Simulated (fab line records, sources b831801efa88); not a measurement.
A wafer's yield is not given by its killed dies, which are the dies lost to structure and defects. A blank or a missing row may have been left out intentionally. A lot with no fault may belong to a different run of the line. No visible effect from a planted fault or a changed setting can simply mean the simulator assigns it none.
Which tool was responsible? || flow gf180mcu || 42 wafers from 14 lots sampled at 3 of the route's 602 steps

WHAT THE GAUGES READ, wafer by wafer
GF_VT_IMPLANT_RS_MEAS_46: measures by four-point-probe. Usual: MVSD_RS 458.7 ohm/sq, standard deviation 1.3.
{"lot": "L216", "measured": "day 7 14:31", "on": "film-metro-04", "MVSD_RS (ohm/sq)": "460.1 459.0 460.2", "flag": ""}
{"lot": "L217", "measured": "day 7 17:49", "on": "film-metro-01", "MVSD_RS (ohm/sq)": "457.7 456.6 456.8", "flag": ""}
{"lot": "L218", "measured": "day 8 00:35", "on": "film-metro-03", "MVSD_RS (ohm/sq)": "458.5 458.4 459.1", "flag": ""}
{"lot": "L219", "measured": "day 8 10:10", "on": "film-metro-03", "MVSD_RS (ohm/sq)": "455.8 456.3 455.4", "flag": ""}
{"lot": "L220", "measured": "day 8 13:27", "on": "film-metro-03", "MVSD_RS (ohm/sq)": "456.6 459.4 458.4", "flag": ""}
{"lot": "L222", "measured": "day 9 03:55", "on": "film-metro-03", "MVSD_RS (ohm/sq)": "459.5 459.2 458.6", "flag": ""}
{"lot": "L223", "measured": "day 9 09:46", "on": "film-metro-04", "MVSD_RS (ohm/sq)": "457.9 459.7 458.1", "flag": ""}
{"lot": "L229", "measured": "day 11 01:49", "on": "film-metro-01", "MVSD_RS (ohm/sq)": "457.5 456.6 456.4", "flag": ""}
{"lot": "L235", "measured": "day 12 20:58", "on": "film-metro-01", "MVSD_RS (ohm/sq)": "457.6 457.2 458.0", "flag": ""}
{"lot": "L236", "measured": "day 13 01:19", "on": "film-metro-01", "MVSD_RS (ohm/sq)": "459.4 461.1 459.8", "flag": ""}
{"lot": "L237", "measured": "day 13 09:55", "on": "film-metro-04", "MVSD_RS (ohm/sq)": "458.1 457.7 457.5", "flag": ""}
{"lot": "L238", "measured": "day 13 17:37", "on": "film-metro-04", "MVSD_RS (ohm/sq)": "458.1 459.3 459.0", "flag": ""}

WHAT TOOL EACH LOT RAN ON (gives the tool, then ch and the chambers of the sampled wafers, and finally the start)
{"lot": "L216", "GF_STI_PEB_10": "litho-track-02 ch 0, day 2 02:13", "GF_MVSD_STRIP_10": "plasma-asher-04 ch 1, day 4 11:09"}
{"lot": "L217", "GF_STI_PEB_10": "litho-track-04 ch 0, day 2 05:40", "GF_MVSD_STRIP_10": "plasma-asher-04 ch 0,1, day 4 15:13"}
{"lot": "L218", "GF_STI_PEB_10": "litho-track-04 ch 0, day 2 10:22", "GF_MVSD_STRIP_10": "plasma-asher-01 ch 0, day 4 20:06"}
{"lot": "L219", "GF_STI_PEB_10": "litho-track-04 ch 0, day 2 17:37", "GF_MVSD_STRIP_10": "plasma-asher-01 ch 0,1, day 5 03:06"}
{"lot": "L220", "GF_STI_PEB_10": "litho-track-04 ch 0, day 2 21:08", "GF_MVSD_STRIP_10": "plasma-asher-03 ch 0,1, day 5 07:41"}
{"lot": "L222", "GF_STI_PEB_10": "litho-track-01 ch 0, day 3 08:05", "GF_MVSD_STRIP_10": "plasma-asher-03 ch 0,1, day 5 19:30"}
{"lot": "L223", "GF_STI_PEB_10": "litho-track-02 ch 0, day 3 12:35", "GF_MVSD_STRIP_10": "plasma-asher-04 ch 0,1, day 6 00:50"}
{"lot": "L224", "GF_STI_PEB_10": "litho-track-02, day 3 17:14", "GF_MVSD_STRIP_10": "-"}
{"lot": "L225", "GF_STI_PEB_10": "litho-track-01, day 4 01:19", "GF_MVSD_STRIP_10": "-"}
{"lot": "L229", "GF_STI_PEB_10": "litho-track-02 ch 0, day 4 19:04", "GF_MVSD_STRIP_10": "plasma-asher-04 ch 0,1, day 7 12:21"}
{"lot": "L235", "GF_STI_PEB_10": "litho-track-02 ch 0, day 6 02:21", "GF_MVSD_STRIP_10": "plasma-asher-01 ch 0,1, day 9 02:15"}
{"lot": "L236", "GF_STI_PEB_10": "litho-track-02 ch 0, day 6 07:07", "GF_MVSD_STRIP_10": "plasma-asher-01 ch 0,1, day 9 05:37"}
{"lot": "L237", "GF_STI_PEB_10": "litho-track-04 ch 0, day 6 13:25", "GF_MVSD_STRIP_10": "plasma-asher-03 ch 0,1, day 9 13:21"}
{"lot": "L238", "GF_STI_PEB_10": "litho-track-01 ch 0, day 6 18:08", "GF_MVSD_STRIP_10": "plasma-asher-03 ch 0,1, day 9 18:09"}
- GF_STI_PEB_10: peb time 90 s.
- GF_MVSD_STRIP_10: strips in O2/N2.

WHAT THE TOOLS THEMSELVES READ (means of the sampled wafers that have a number; where no wafer has one, the mark that the record gives instead)
GF_STI_PEB_10. Usual: chill-plate-temp-C 22.96 C, standard deviation 0.11; exhaust-pa 45.0 Pa, standard deviation 0.91.
{"lot": "L216", "tool": "litho-track-02", "chill-plate-temp-C (C)": 23.02, "exhaust-pa (Pa)": 46.2, "flag": ""}
{"lot": "L217", "tool": "litho-track-04", "chill-plate-temp-C (C)": 22.96, "exhaust-pa (Pa)": 44.3, "flag": ""}
{"lot": "L218", "tool": "litho-track-04", "chill-plate-temp-C (C)": 22.98, "exhaust-pa (Pa)": 44.4, "flag": ""}
{"lot": "L219", "tool": "litho-track-04", "chill-plate-temp-C (C)": 22.97, "exhaust-pa (Pa)": 45.5, "flag": ""}
{"lot": "L220", "tool": "litho-track-04", "chill-plate-temp-C (C)": 23.04, "exhaust-pa (Pa)": 44.8, "flag": ""}
{"lot": "L222", "tool": "litho-track-01", "chill-plate-temp-C (C)": 22.69, "exhaust-pa (Pa)": 44.0, "flag": ""}
{"lot": "L223", "tool": "litho-track-02", "chill-plate-temp-C (C)": 23.11, "exhaust-pa (Pa)": 45.5, "flag": ""}
{"lot": "L224", "tool": "litho-track-02", "chill-plate-temp-C (C)": "-", "exhaust-pa (Pa)": "-", "flag": "OFF"}
{"lot": "L225", "tool": "litho-track-01", "chill-plate-temp-C (C)": "-", "exhaust-pa (Pa)": "-", "flag": "OFF"}
{"lot": "L229", "tool": "litho-track-02", "chill-plate-temp-C (C)": 22.91, "exhaust-pa (Pa)": 44.5, "flag": ""}
{"lot": "L235", "tool": "litho-track-02", "chill-plate-temp-C (C)": 23.04, "exhaust-pa (Pa)": 45.0, "flag": ""}
{"lot": "L236", "tool": "litho-track-02", "chill-plate-temp-C (C)": 22.93, "exhaust-pa (Pa)": 46.1, "flag": ""}
{"lot": "L237", "tool": "litho-track-04", "chill-plate-temp-C (C)": 23.01, "exhaust-pa (Pa)": 45.7, "flag": ""}
{"lot": "L238", "tool": "litho-track-01", "chill-plate-temp-C (C)": 22.92, "exhaust-pa (Pa)": 44.7, "flag": ""}

GF_MVSD_STRIP_10. Usual: chamber-pressure-mTorr 1500.0 mTorr, standard deviation 1.4; drypump-motor-current-A 5.4 A, standard deviation 0.64; heater-power-w 300 W, standard deviation 24; o2-flow-sccm 2999 sccm, standard deviation 9.5; oes-product-au 0.722 a.u., standard deviation 0.0052; strip-time-to-endpoint-s 36.97 s, standard deviation 0.098.
{"lot": "L216", "tool": "plasma-asher-04", "chamber-pressure-mTorr (mTorr)": 1501.2, "drypump-motor-current-A (A)": 5.1, "heater-power-w (W)": 256, "o2-flow-sccm (sccm)": 2998, "oes-product-au (a.u.)": 0.726, "strip-time-to-endpoint-s (s)": 37.04, "flag": ""}
{"lot": "L217", "tool": "plasma-asher-04", "chamber-pressure-mTorr (mTorr)": 1500.3, "drypump-motor-current-A (A)": 4.8, "heater-power-w (W)": 300, "o2-flow-sccm (sccm)": 3009, "oes-product-au (a.u.)": 0.723, "strip-time-to-endpoint-s (s)": 36.96, "flag": ""}
{"lot": "L218", "tool": "plasma-asher-01", "chamber-pressure-mTorr (mTorr)": 1501.1, "drypump-motor-current-A (A)": 6.3, "heater-power-w (W)": 316, "o2-flow-sccm (sccm)": 3004, "oes-product-au (a.u.)": 0.726, "strip-time-to-endpoint-s (s)": 37.03, "flag": ""}
{"lot": "L219", "tool": "plasma-asher-01", "chamber-pressure-mTorr (mTorr)": 1498.9, "drypump-motor-current-A (A)": 5.8, "heater-power-w (W)": 318, "o2-flow-sccm (sccm)": 3005, "oes-product-au (a.u.)": 0.725, "strip-time-to-endpoint-s (s)": 36.80, "flag": ""}
{"lot": "L220", "tool": "plasma-asher-03", "chamber-pressure-mTorr (mTorr)": 1500.8, "drypump-motor-current-A (A)": 6.0, "heater-power-w (W)": 293, "o2-flow-sccm (sccm)": 3011, "oes-product-au (a.u.)": 0.726, "strip-time-to-endpoint-s (s)": 37.10, "flag": ""}
{"lot": "L222", "tool": "plasma-asher-03", "chamber-pressure-mTorr (mTorr)": 1500.9, "drypump-motor-current-A (A)": 5.8, "heater-power-w (W)": 300, "o2-flow-sccm (sccm)": 2982, "oes-product-au (a.u.)": 0.719, "strip-time-to-endpoint-s (s)": 37.02, "flag": ""}
{"lot": "L223", "tool": "plasma-asher-04", "chamber-pressure-mTorr (mTorr)": 1499.4, "drypump-motor-current-A (A)": 5.0, "heater-power-w (W)": 277, "o2-flow-sccm (sccm)": 2993, "oes-product-au (a.u.)": 0.720, "strip-time-to-endpoint-s (s)": 37.09, "flag": ""}
{"lot": "L229", "tool": "plasma-asher-04", "chamber-pressure-mTorr (mTorr)": 1499.9, "drypump-motor-current-A (A)": 4.8, "heater-power-w (W)": 293, "o2-flow-sccm (sccm)": 3003, "oes-product-au (a.u.)": 0.725, "strip-time-to-endpoint-s (s)": 37.04, "flag": ""}
{"lot": "L235", "tool": "plasma-asher-01", "chamber-pressure-mTorr (mTorr)": 1499.8, "drypump-motor-current-A (A)": 5.4, "heater-power-w (W)": 310, "o2-flow-sccm (sccm)": 3008, "oes-product-au (a.u.)": 0.726, "strip-time-to-endpoint-s (s)": 36.91, "flag": ""}
{"lot": "L236", "tool": "plasma-asher-01", "chamber-pressure-mTorr (mTorr)": 1498.2, "drypump-motor-current-A (A)": 5.4, "heater-power-w (W)": 312, "o2-flow-sccm (sccm)": 2992, "oes-product-au (a.u.)": 0.722, "strip-time-to-endpoint-s (s)": 37.04, "flag": ""}
{"lot": "L237", "tool": "plasma-asher-03", "chamber-pressure-mTorr (mTorr)": 1499.4, "drypump-motor-current-A (A)": 5.8, "heater-power-w (W)": 303, "o2-flow-sccm (sccm)": 2997, "oes-product-au (a.u.)": 0.722, "strip-time-to-endpoint-s (s)": 36.92, "flag": ""}
{"lot": "L238", "tool": "plasma-asher-03", "chamber-pressure-mTorr (mTorr)": 1498.6, "drypump-motor-current-A (A)": 6.0, "heater-power-w (W)": 296, "o2-flow-sccm (sccm)": 2999, "oes-product-au (a.u.)": 0.718, "strip-time-to-endpoint-s (s)": 36.82, "flag": ""}

THE ANSWER, worked out from the rows above alone
Rule: a lot is off if the mean of its wafers that have a number lies more than 3 standard deviations from the usual mean. A lot without any number at a reading at which 4 lots or more have one is off too. All remaining lots with rows at the step are treated as sound. After the gauges, taken in route order, come the tools' own readings; for these a lot's mean is taken, as printed above. The first step at which some lot is off is used, and at that step the reading that is off furthest; a lot without a number counts as furthest.
Off, at GF_STI_PEB_10 on chill-plate-temp-C: L224, L225. Without a number there: L224, L225.
A tool fits if, at that step or a process step before it, it ran every lot that is off, and no sound lot after the first of them. Of those tried, none fits.

WHAT THE SIMULATOR PUT IN
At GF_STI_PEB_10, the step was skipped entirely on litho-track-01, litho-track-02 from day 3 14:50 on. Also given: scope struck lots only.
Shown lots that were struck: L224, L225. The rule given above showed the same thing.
